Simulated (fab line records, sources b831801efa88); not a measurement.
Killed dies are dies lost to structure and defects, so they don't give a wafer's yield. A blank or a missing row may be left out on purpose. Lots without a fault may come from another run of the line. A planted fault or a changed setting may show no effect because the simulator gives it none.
fab line records | flow gf180mcu
record lots=6 wafers=18 last_day=33
route steps=602 shown V1@346
lots that met no fault: from a run of the same line without faults
start_h: hours from the record's first day to the start of the lot's first wafer shown | wait_h: hours since the lot's step before | " the same as in the row above | L1.1+2: a row that stands for several wafers | - no value, or no start given | * or withheld: withheld | < > ~ a bound
route shown NAME@n: a module of which the file shows steps, and the number in the route of the first | usual: mean/standard deviation of fault-free wafers | same: alike in all rows | chamber/n: place in a boat | sites: the reading at each site | _std_site: their standard deviation | _edge_site: outer sites' mean less inner sites' | radius_mm: how far each site lies from the wafer's centre | mask NAME#n: copy n | behind: the tool/chamber that last shaped the wafer | hold: why the lot was held/for how many hours/how that ended | device: the transistor (n, p or np) that didn't switch | end of line: the same wafers' tests at the end of the route | a step without rows: its recipe alone | killed: dies lost to structure and defects at the first sort, not the wafer's yield | map: a wafer's dies, x killed, . not, _ none there
set.NAME: the setting as run; set.NAME@STEP: as run at that earlier step | model.NAME: the simulator's own value behind a step, which no gauge read
lots at some steps of the route; a table a step, a row a wafer
services: from which hour (start_h, from the record's first day; less than 0 if before it) a tool's chamber was out of use, for how many hours, and why
## steps
# step GF_V1_EXPOSE_11
# recipe mask_id=Via1 target_cd_nm=260 na=0.68 source_shape=conventional sigma_outer=0.6 dose_mj=38
# step GF_V1_PEB_12
# recipe peb_temp_c=135 peb_time_s=90 resist=KrF
# step GF_V1_DEVELOP_13
# recipe develop_time_s=58.04 resist=KrF dev_temp_c=21
# step GF_V1_CD_MEAS_14
# recipe target_cd_nm=260
# usual cd_nm=260.2/1.5
# columns lot.wafer tool chamber start_h wait_h cd_nm
L151.1 cd_sem-02 - 401.94 0.1 258.8
L151.4 " - " " 257.7
L151.6 " - " " 257.8
L152.1 cd_sem-02 - 407.40 0.1 261.3
L152.3 " - " " 260.0
L152.5 " - " " 260.8
L166.1 cd_sem-01 - 548.74 0.1 260.0
L166.2 " - " " 260.6
L166.5 " - " " 260.2
L167.1 cd_sem-02 - 560.25 0.1 259.7
L167.4 " - " " 261.3
L167.6 " - " " 260.3
L169.3 cd_sem-01 - 563.38 0.1 262.4
L169.4 " - " " 261.8
L169.5 " - " " 262.1
L171.1 cd_sem-02 - 584.39 0.1 258.9
L171.5 " - " " 258.9
L171.6 " - " " 258.0
# step GF_V1_OVL_MEAS_15
# usual V1_OVL=-1/6.6
# columns lot.wafer tool chamber start_h wait_h V1_OVL[nm]
L151.1 overlay-01 - 402.06 0.1 9
L151.4 " - " " 3
L151.6 " - " " -2
L152.1 overlay-02 - 407.52 0.1 3
L152.3 " - " " 0
L152.5 " - " " -2
L166.1 overlay-02 - 548.86 0.1 5
L166.2 " - " " -10
L166.5 " - " " 5
L167.1 overlay-02 - 560.37 0.1 -7
L167.4 " - " " -10
L167.6 " - " " -10
L169.3 overlay-01 - 563.47 0.1 -4
L169.4 " - " " -18
L169.5 " - " " -5
L171.1 overlay-02 - 584.51 0.1 0
L171.5 " - " " -3
L171.6 " - " " -12
# step GF_V1_ETCH_16
# recipe chemistry=N2/H2 target_depth_a=withheld overetch_a=withheld time_s=withheld target=BARC ion_energy_ev=200 source_w=500 bias_w=100 pressure_mtorr=30 n2_flow_sccm=100 h2_flow_sccm=200
# step GF_V1_ETCH_17
# recipe chemistry=C4F8/O2/Ar mask_material=KrF target=SiO2 stop_on=TiN source_w=1500 bias_w=1200 pressure_mtorr=40 c4f8_flow_sccm=withheld O2_flow_sccm=6 Ar_flow_sccm=300 time_s=withheld target_depth_a=6300
# usual oes_product_au=0.856/0.0045
# columns lot.wafer tool chamber start_h wait_h oes_product_au
L151.1 rie_diel-01 2 - - 0.853
L151.4 " 1 " " 0.854
L151.6 " 0 " " 0.862
L152.1 rie_diel-01 0 - - 0.855
L152.3 " 2 " " 0.858
L152.5 " 2 " " 0.860
L166.1 rie_diel-04 3 - - 0.853
L166.2 " 1 " " 0.860
L166.5 " 1 " " 0.851
L167.1 rie_diel-01 3 - - 0.856
L167.4 " 0 " " 0.856
L167.6 " 2 " " 0.849
L169.3 rie_diel-02 1 - - 0.855
L169.4 " 0 " " 0.853
L169.5 " 0 " " 0.860
L171.1 rie_diel-04 1 - - 0.855
L171.5 " 0 " " 0.867
L171.6 " 1 " " 0.857
# step GF_V1_STRIP_18
# recipe chemistry=O2/N2 power_w=1400 pressure_mtorr=1500 platen_temp_c=250 o2_flow_sccm=3000 n2_flow_sccm=300 overash_fraction=0.5
# usual drypump_motor_current_A=5.9/0.5 heater_power_w=317/17 oes_product_au=0.592/0.0053
# same overash_fraction=0.5
# columns lot.wafer tool chamber start_h wait_h drypump_motor_current_A heater_power_w oes_product_au rf_hours_counter_h
L151.1 plasma_asher-02 0 402.23 - 5.7 315 0.587 75
L151.4 " 0 " " 5.7 311 0.595 -
L151.6 " 1 " " 6.5 308 0.596 -
L152.1 plasma_asher-03 1 407.68 - 6.8 357 0.594 62
L152.3 " 1 " " 6.8 355 0.597 -
L152.5 " 0 " " 5.8 315 0.592 -
L166.1 plasma_asher-02 1 549.03 - 6.5 305 0.588 93
L166.2 " 0 " " 5.7 305 0.589 93
L166.5 " 0 " " 5.7 317 0.592 -
L167.1 plasma_asher-02 0 560.53 - 5.7 307 0.587 94
L167.4 " 1 " " 6.5 312 0.589 -
L167.6 " 0 " " 5.7 316 0.591 -
L169.3 plasma_asher-02 0 563.66 - 5.7 316 0.595 -
L169.4 " 1 " " 6.5 308 0.578 -
L169.5 " 1 " " 6.5 311 0.589 -
L171.1 plasma_asher-04 0 584.67 - 5.5 310 0.590 46
L171.5 " 1 " " 5.4 318 0.590 -
L171.6 " 0 " " 5.5 314 0.595 -
# step GF_V1_STRIP_19
# recipe chemistry=post_etch_residue_remover time_s=1200 temp_c=72.5
# step GF_V1_CLEAN_20
# recipe chemistry=DIW dry=n2_spin
# step GF_V1_SPUTTER_21
# recipe material=Ti target_thk_nm=15 chamber_pressure_pa=5 power_w=2500 substrate_temp_c=200 time_s=80.02
# usual throttle_valve_pct=30.5/1.3
# columns lot.wafer tool chamber start_h wait_h throttle_valve_pct
L151.1 pvd_sputter-01 - 402.77 0.0 31.6
L151.4 " - " " 30.0
L151.6 " - " " 30.9
L152.1 pvd_sputter-01 - 408.22 0.0 31.2
L152.3 " - " " 31.4
L152.5 " - " " 31.5
L166.1 pvd_sputter-02 - 549.57 0.0 31.2
L166.2 " - " " 31.7
L166.5 " - " " 31.4
L167.1 pvd_sputter-01 - 561.06 0.0 29.5
L167.4 " - " " 31.3
L167.6 " - " " 31.4
L169.3 pvd_sputter-04 - 564.19 0.0 31.9
L169.4 " - " " 31.6
L169.5 " - " " 31.3
L171.1 pvd_sputter-02 - 585.21 0.0 27.5
L171.5 " - " " 31.3
L171.6 " - " " 30.0
# step GF_V1_SPUTTER_22
# recipe material=TiN target_thk_nm=10 chamber_pressure_pa=5 power_w=4000 time_s=40
# usual throttle_valve_pct=30.5/1.3
# columns lot.wafer tool chamber start_h wait_h throttle_valve_pct
L151.1 pvd_sputter-01 - 402.83 0.0 31.4
L151.4 " - " " 29.6
L151.6 " - " " 31.0
L152.1 pvd_sputter-01 - 408.28 0.0 31.3
L152.3 " - " " 31.3
L152.5 " - " " 31.4
L166.1 pvd_sputter-02 - 549.64 0.0 31.4
L166.2 " - " " 31.6
L166.5 " - " " 31.6
L167.1 pvd_sputter-01 - 561.13 0.0 29.8
L167.4 " - " " 31.5
L167.6 " - " " 31.6
L169.3 pvd_sputter-04 - 564.25 0.0 31.5
L169.4 " - " " 31.4
L169.5 " - " " 31.0
L171.1 pvd_sputter-02 - 585.27 0.0 27.4
L171.5 " - " " 31.7
L171.6 " - " " 29.6
# step GF_V1_CVD_23
# recipe material=W target_thk_nm=350 time_s=105.05 temp_c=400 pressure_torr=40
# usual chamber_pressure_Torr=40.00/0.09 heater_power_w=888/83
# columns lot.wafer tool chamber start_h wait_h chamber_pressure_Torr heater_power_w model.W_of_V1_CVD_23.thk_nm
L151.1 cvd_w-02 0 402.87 0.0 40.01 925 349.2
L151.4 " 0 " " 40.08 928 348.1
L151.6 " 1 " " 39.98 1004 347.6
L152.1 cvd_w-02 1 408.32 0.0 39.91 1017 346.2
L152.3 " 0 " " 40.10 898 351.6
L152.5 " 0 " " 40.01 908 355.4
L166.1 cvd_w-02 0 549.68 0.0 43.14 909 364.6
L166.2 " 1 " " 43.34 1026 359
L166.5 " 1 " " 43.22 993 365.1
L167.1 cvd_w-02 0 561.16 0.0 43.36 902 362.8
L167.4 " 0 " " 43.24 942 362.7
L167.6 " 0 " " 43.27 902 359.1
L169.3 cvd_w-01 1 564.33 0.1 39.91 846 347.9
L169.4 " 0 " " 40.09 802 348.8
L169.5 " 1 " " 39.95 857 346.8
L171.1 cvd_w-01 0 585.31 0.0 39.98 788 349.2
L171.5 " 0 " " 40.02 836 352.1
L171.6 " 1 " " 39.96 864 346.6
# step GF_V1_RS_MEAS_24
# recipe thk_meas_gauge=four-point-probe reads=W_of_V1_CVD_23+TiN_of_V1_SPUTTER_22+Ti_of_V1_SPUTTER_21
# usual V1_W_RS=0.3288/0.0027
# columns lot.wafer tool chamber start_h wait_h hold V1_W_RS[ohm/sq]
L151.1 film_metro-02 - 403.01 0.1 - 0.3288
L151.4 " - " " - 0.3297
L151.6 " - " " - 0.3291
L152.1 film_metro-02 - 408.43 0.1 - 0.3308
L152.3 " - " " - 0.3262
L152.5 " - " " - 0.3225
L166.1 film_metro-02 - 549.79 0.1 await_dispo/0.2h/release 0.3142
L166.2 " - " " await_dispo/0.2h/release 0.3194
L166.5 " - " " await_dispo/0.2h/release 0.3133
L166.1 film_metro-02 - 550.08 0.3 - 0.3140
L166.2 " - " " - 0.3192
L166.5 " - " " - 0.3137
L167.1 film_metro-01 - 561.28 0.1 await_dispo/0.2h/release 0.3156
L167.4 " - " " await_dispo/0.2h/release 0.3157
L167.6 " - " " await_dispo/0.2h/release 0.3185
L167.1 film_metro-01 - 561.56 0.3 - 0.3157
L167.4 " - " " - 0.3155
L167.6 " - " " - 0.3183
L169.3 film_metro-04 - 564.44 0.1 - 0.3290
L169.4 " - " " - 0.3284
L169.5 " - " " - 0.3301
L171.1 film_metro-04 - 585.42 0.1 - 0.3280
L171.5 " - " " - 0.3242
L171.6 " - " " - 0.3305
# step GF_V1_THK_MEAS_25
# recipe thk_meas_gauge=xrf reads=W_of_V1_CVD_23
# usual V1_W_THK=348/3.8
# columns lot.wafer tool chamber start_h wait_h hold V1_W_THK[nm]
L151.1 film_metro-02 - 403.13 0.1 - 342
L151.4 " - " " - 340
L151.6 " - " " - 343
L152.1 film_metro-02 - 408.55 0.1 - 346
L152.3 " - " " - 352
L152.5 " - " " - 355
L166.1 film_metro-02 - 552.45 2.3 await_dispo/0.2h/release 366
L166.2 " - " " await_dispo/0.2h/release 360
L166.5 " - " " await_dispo/0.2h/release 365
L166.1 film_metro-02 - 552.67 0.2 - 364
L166.2 " - " " - 359
L166.5 " - " " - 367
L169.3 film_metro-04 - 564.54 0.1 - 346
L169.4 " - " " - 347
L169.5 " - " " - 347
L167.1 film_metro-01 - 564.69 3.1 await_dispo/0.2h/release 362
L167.4 " - " " await_dispo/0.2h/release 360
L167.6 " - " " await_dispo/0.2h/release 358
L167.1 film_metro-01 - 564.92 0.2 - 362
L167.4 " - " " - 363
L167.6 " - " " - 359
L171.1 film_metro-04 - 585.54 0.1 - 350
L171.5 " - " " - 354
L171.6 " - " " - 349
# step GF_V1_CMP_26
# recipe stop_on=SiO2 down_force_psi=3.5 platen_rpm=60 t_overpolish_s=15 target_thk_nm=0 pad_velocity_m_s=0.94248
# usual head_pressure_psi=3.500/0.0085 motor_current_A=11.4/0.98 overpolish_run_s=15.000/0.0094 platen_rpm=60.00/0.033 time_to_endpoint_s=85/3.7
# columns lot.wafer tool chamber start_h wait_h hold head_pressure_psi motor_current_A overpolish_run_s platen_rpm time_to_endpoint_s
L151.1 cmp-02 3 403.24 0.1 - 3.513 12.6 14.994 60.00 93
L151.4 " 1 " " - 3.524 10.4 15.003 59.99 93
L151.6 " 2 " " - 3.496 11.6 15.005 60.04 92
L152.3 cmp-02 3 408.61 0.0 - 3.505 12.9 15.003 60.02 89
L152.1 " 1 " " - 3.500 10.4 14.995 59.92 90
L152.5 " 3 " " - 3.510 12.9 15.006 60.01 92
L166.2 cmp-01 3 554.50 1.8 await_dispo/1.4h/release 3.511 10.1 14.989 60.03 93
L166.1 " 0 " " await_dispo/1.4h/release 3.502 11.8 15.010 60.04 94
L166.5 " 2 " " await_dispo/1.4h/release 3.513 11.3 15.013 59.99 94
L169.3 cmp-02 1 564.63 0.1 - 3.491 10.6 14.992 60.02 87
L169.4 " 2 " " - 3.511 11.1 15.009 59.98 83
L169.5 " 0 " " - 3.502 12.4 15.002 60.01 85
L167.1 cmp-02 2 567.03 2.1 await_dispo/2.0h/release 3.494 11.3 15.014 60.04 83
L167.4 " 3 " " await_dispo/2.0h/release 3.499 12.0 15.005 59.96 86
L167.6 " 2 " " await_dispo/2.0h/release 3.501 10.9 14.981 59.98 84
L171.1 cmp-01 3 585.60 0.1 - 3.502 9.3 14.989 59.98 84
L171.6 " 3 " " - 3.482 10.2 15.001 59.96 80
L171.5 " 0 " " - 3.501 11.4 15.003 60.08 81
## services
# columns tool chamber start_h hours kind
pvd_sputter-01 - 385.78 1.8 repair
rie_diel-01 - 387.41 1.0 repair
cvd_w-01 - 390.00 14.0 pm
cmp-01 - 402.34 2.1 repair
cmp-02 - 404.09 4.0 pm
cmp-01 - 408.12 4.0 pm
cmp-02 - 419.42 0.7 repair
cmp-01 - 422.87 0.9 repair
cmp-02 - 423.89 0.8 repair
cmp-01 - 426.11 1.1 repair
rie_diel-04 1 454.39 15.5 repair
cvd_w-02 - 458.60 2.8 pm
cmp-02 - 467.31 0.3 repair
cvd_w-02 - 474.69 1.9 repair
rie_diel-04 1 488.06 6.9 repair
cvd_w-02 1 490.12 5.2 repair
cvd_w-01 1 515.69 6.1 repair
pvd_sputter-04 - 515.84 4.2 repair
pvd_sputter-02 - 517.58 5.1 repair
rie_diel-01 - 522.29 2.8 pm
rie_diel-04 - 549.99 15.6 pm
rie_diel-01 2 562.99 4.7 repair
cmp-02 - 576.16 8.2 pm
pvd_sputter-01 - 584.11 3.1 repair
## key
first_sign step=GF_V1_CVD_23 reading=chamber_pressure_Torr direction=up sigmas=36 usual=40.00 struck=43.26
effect step=GF_V1_RS_MEAS_24 reading=visit direction=added
effect step=GF_V1_THK_MEAS_25 reading=visit direction=added
model_effect step=GF_V1_CVD_23 value=W_of_V1_CVD_23.thk_nm without=348.3 struck=362.2
met_at GF_V1_CVD_23
struck_wafers L166.1,L166.2,L166.5,L167.1,L167.4,L167.6
sort_left_out L167.1,L167.4,L167.6
tester_left_out L167
onset_between 408.32 549.68
earlier_fault kind=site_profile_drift tool=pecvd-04 chamber=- onset_h=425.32 steps=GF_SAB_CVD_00 basis=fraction max_abs_drift=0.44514 slope_share_per_hr=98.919 site_pattern=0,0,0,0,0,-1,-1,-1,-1
fault kind=process_parameter_drift tool=cvd_w-02 chamber=- onset_h=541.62 steps=GF_V1_CVD_23 channel=pressure_torr offset=3.2674 shape=step acts_in=these_recipes_only stated=40
# tester_left_out: of these lots the tester's yield and bins aren't shown, on N5 and GAA mostly nor the transistor test; their killed dies are dies lost to structure and defects alone, not to doping, threshold or leakage, so they don't give the yield
# sort_left_out: the simulated sort isn't trusted on such a fault, so these wafers' sort isn't shown, and their yield isn't known
